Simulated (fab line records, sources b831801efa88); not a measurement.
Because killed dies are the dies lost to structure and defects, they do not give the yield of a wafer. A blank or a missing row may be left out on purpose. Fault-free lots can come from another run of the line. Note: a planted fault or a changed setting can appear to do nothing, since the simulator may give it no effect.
Which tool was responsible? | flow sky130 | 10 lots, 30 wafers sampled, at 4 steps of a route of 708

== WHAT THE GAUGES SHOWED, per wafer ==
SKY_CAPM_RS_MEAS_03: measures by four-point-probe.
lot  | measured     | on           | CAPM_TIN_RS (ohm/sq)
L309 | day 36 16:34 | filmMetro-04 | 6.95 6.91 6.91
L312 | day 38 11:17 | filmMetro-02 | 6.92 6.98 6.95
L316 | day 39 21:00 | filmMetro-01 | 6.83 6.85 6.88
L318 | day 39 23:46 | filmMetro-04 | 6.87 6.77 6.85
L322 | day 41 08:06 | filmMetro-02 | 6.93 6.93 6.90
L324 | day 41 15:21 | filmMetro-04 | 4.37 4.38 4.37
L325 | day 41 18:26 | filmMetro-04 | 6.71 6.77 6.77
L326 | day 41 20:46 | filmMetro-04 | 4.38 4.40 4.35
L328 | day 42 14:14 | filmMetro-01 | 6.96 6.92 6.90
L331 | day 43 03:53 | filmMetro-01 | 6.85 6.85 6.89

== WHAT TOOL EACH LOT RAN ON (gives the tool, then ch and the chambers of the sampled wafers, and finally the start) ==
lot  | SKY_METAL3_SPUTTER_04       | SKY_CAPM_CVD_00                 | SKY_CAPM_SPUTTER_02
L309 | pvdSputter-02, day 36 16:19 | pecvd-01 ch 0,2, day 36 16:22   | pvdSputter-01, day 36 16:26
L312 | pvdSputter-03, day 38 11:02 | pecvd-01 ch 0,1,2, day 38 11:05 | pvdSputter-02, day 38 11:10
L316 | pvdSputter-03, day 39 20:42 | pecvd-02 ch 0,1,2, day 39 20:46 | pvdSputter-04, day 39 20:50
L318 | pvdSputter-01, day 39 23:31 | pecvd-01 ch 0,2, day 39 23:34   | pvdSputter-04, day 39 23:39
L322 | pvdSputter-03, day 41 07:52 | pecvd-01 ch 0,1,2, day 41 07:55 | pvdSputter-04, day 41 07:59
L324 | pvdSputter-02, day 41 15:04 | pecvd-04 ch 0,1, day 41 15:07   | pvdSputter-04, day 41 15:11
L325 | pvdSputter-03, day 41 18:12 | pecvd-02 ch 0,2, day 41 18:15   | pvdSputter-02, day 41 18:20
L326 | pvdSputter-03, day 41 20:32 | pecvd-01 ch 0,1,2, day 41 20:35 | pvdSputter-04, day 41 20:40
L328 | pvdSputter-01, day 42 14:00 | pecvd-04 ch 0,1, day 42 14:03   | pvdSputter-02, day 42 14:08
L331 | pvdSputter-01, day 43 03:37 | pecvd-02 ch 0,1,2, day 43 03:40 | pvdSputter-02, day 43 03:46
- SKY_METAL3_SPUTTER_04: material TiN, target thk 70 nm, time 58.3 s.
- SKY_CAPM_CVD_00: deposits SiO2, target thk 15.5 nm.
- SKY_CAPM_SPUTTER_02: material TiN, target thk 200 nm, time 166.7 s.

== THE ANSWER, worked out from the rows above alone ==
Rule: the lots themselves supply what counts as usual. The widest of any qualifying gaps counts: lots, ordered by their means at a reading, are off when they make up no more than a third of the lots, leave a main group of 4 or more, and stand apart from it by 3 or more times the standard deviation of that group's means. A main group is skipped when, at the precision printed for the reading in the tables above, its means are all equal. Also off: a lot with no number at a reading for which 4 or more lots have one. The other lots that the step has rows for count as sound.
Off: L324, L326, at SKY_CAPM_RS_MEAS_03 (CAPM_TIN_RS). Main group: mean 6.88 ohm/sq, sd 0.062.
If a tool, at a process step before that reading, ran all the lots that are off and no sound lot after the first of them, it fits. Gauges at SKY_CAPM_RS_MEAS_03: tried the same way as those tools. One fits: SKY_CAPM_SPUTTER_02 on pvdSputter-04. A fault onset in the window from L322 (day 41 07:59, its last sound lot) to L324 (day 41 15:11, its first lot off) fits.

== WHAT THE SIMULATOR PUT IN ==
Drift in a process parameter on pvdSputter-04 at SKY_CAPM_SPUTTER_02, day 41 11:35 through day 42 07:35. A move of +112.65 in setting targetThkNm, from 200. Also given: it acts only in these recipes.
Lots struck among those shown: L324, L326. The rule given above showed the same thing.
